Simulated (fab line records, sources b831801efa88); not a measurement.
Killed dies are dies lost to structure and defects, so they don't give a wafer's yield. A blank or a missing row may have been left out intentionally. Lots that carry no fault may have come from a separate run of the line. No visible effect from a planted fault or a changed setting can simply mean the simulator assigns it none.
Struck lot and sound lot, side by side || flow sky130 || 15 out of 708 route steps
Sound: these wafers, L917.3, L917.4, L917.6. Struck: wafers L928.2, L928.3, L928.6. At the end, the cause is stated.
Per side, at each step with rows, come the tool, then ch with its chambers, and then its first start. Under that, the readings that differ: sound wafers || struck wafers || difference of the means || sigmas: that difference in standard deviations of wafers without a fault.
alike: words and numbers the same on both sides, and readings whose means are apart by under 2 such deviations; not compared: readings that were withheld, readings missing a value for some wafer, numbers with overlapping values and no deviation given by the record, and bounds like >300 which may hide the same value.
A row with sigmas, a row that says differs or no value, or rows on one side alone: a step with any of these is where the two part. Non-overlapping numbers with no deviation appear without sigmas and do not part them. A reading that every wafer of one side lacks parts them only if that side has two wafers or more.

first, 2 steps without rows for these wafers: SKY_NWELL_PEB_08; SKY_NWELL_DEVELOP_09 (develop time 60 s).
SKY_NWELL_OVL_MEAS_10:
  sound on overlay-01 at day 4 20:04; struck on overlay-02 at day 7 09:28
{"reading": "NWELL_00_OVL (nm)", "sound": "-3.6 -1.8 -1.9", "struck": "1.1 0.8 0.4", "difference": "+3.2", "sigmas": "+2"}
then, 3 steps without rows for these wafers: SKY_NWELL_IMPLANT_11; SKY_NWELL_IMPLANT_12; SKY_NWELL_IMPLANT_13.
SKY_NWELL_STRIP_14: strips in O2/N2.
  sound on plasma asher-04 ch 0,1, day 4 20:34; struck on plasma asher-04 ch 0, day 7 10:06
  alike: drypump motor current A, oes product au, strip time to endpoint s
  not compared: rf hours counter h
SKY_NWELL_TW_MEAS_15:
  sound on film metro-03 at day 4 20:40; struck on film metro-02 at day 7 10:13
  alike: NWELL_TW
then, 4 steps without rows for these wafers: SKY_NWELL_DEHYDRATE_16 (time 60 s); SKY_NWELL_HMDS_17 (prime time 60 s); SKY_NWELL_COAT_18 (resist thk 3000 nm); SKY_NWELL_SOFTBAKE_19.
SKY_NWELL_EXPOSE_20: exposes mask NWM COMPLEMENT, target cd 840 nm.
  sound on iline stepper-02 ch 0, day 5 05:04; struck on iline stepper-01 ch 0, day 7 18:13
{"reading": "mask", "sound": "NWM_COMPLEMENT#0 NWM_COMPLEMENT#0 NWM_COMPLEMENT#0", "struck": "NWM_COMPLEMENT_R1#0 NWM_COMPLEMENT_R1#0 NWM_COMPLEMENT_R1#0", "difference": "differs", "sigmas": ""}
then, 1 step without rows for these wafers: SKY_NWELL_PEB_21.
-- the record jumps here: 41 days lie between the struck wafers' starts before and after (it left off in module NWELL and takes up again in module PAD_OPEN, whose first step shown is number 708 of the route) --
SKY_PAD_OPEN_PROBE_99:
  sound on prober-01 at day 45 17:38; struck on prober-01 at day 48 16:07
{"reading": "hold", "sound": "- - -", "struck": "await dispo/0.2h/release await dispo/0.2h/release await dispo/0.2h/release", "difference": "no value on the sound wafers", "sigmas": ""}
{"reading": "model.etest.pfet_16v.r on ohm um", "sound": "1.548e+04 1.516e+04 1.538e+04", "struck": "1.609e+04 1.603e+04 1.624e+04", "difference": "+7.800e+02", "sigmas": ""}
{"reading": "model.etest.nfet_16v.r on ohm um", "sound": "1.438e+04 1.415e+04 1.421e+04", "struck": "1.356e+04 1.356e+04 1.351e+04", "difference": -7.033e+02, "sigmas": ""}
{"reading": "model.etest.res iso pwell.width nm (nm)", "sound": "2652 2656 2652", "struck": "2551 2554 2546", "difference": -103, "sigmas": ""}
{"reading": "model.etest.res nwell.width nm (nm)", "sound": "832.2 840.9 838.2", "struck": "878.8 876.1 878.3", "difference": "+40.6", "sigmas": ""}
{"reading": "model.etest.pfet_16v.drive ua um", "sound": "240.6 244.6 242.7", "struck": "222.3 222.8 221.9", "difference": -20.3, "sigmas": ""}

WHERE THEY PART
At SKY_NWELL_OVL_MEAS_10 first; at SKY_PAD_OPEN_PROBE_99 last (within this record only).

WHY: whatever the simulator had introduced
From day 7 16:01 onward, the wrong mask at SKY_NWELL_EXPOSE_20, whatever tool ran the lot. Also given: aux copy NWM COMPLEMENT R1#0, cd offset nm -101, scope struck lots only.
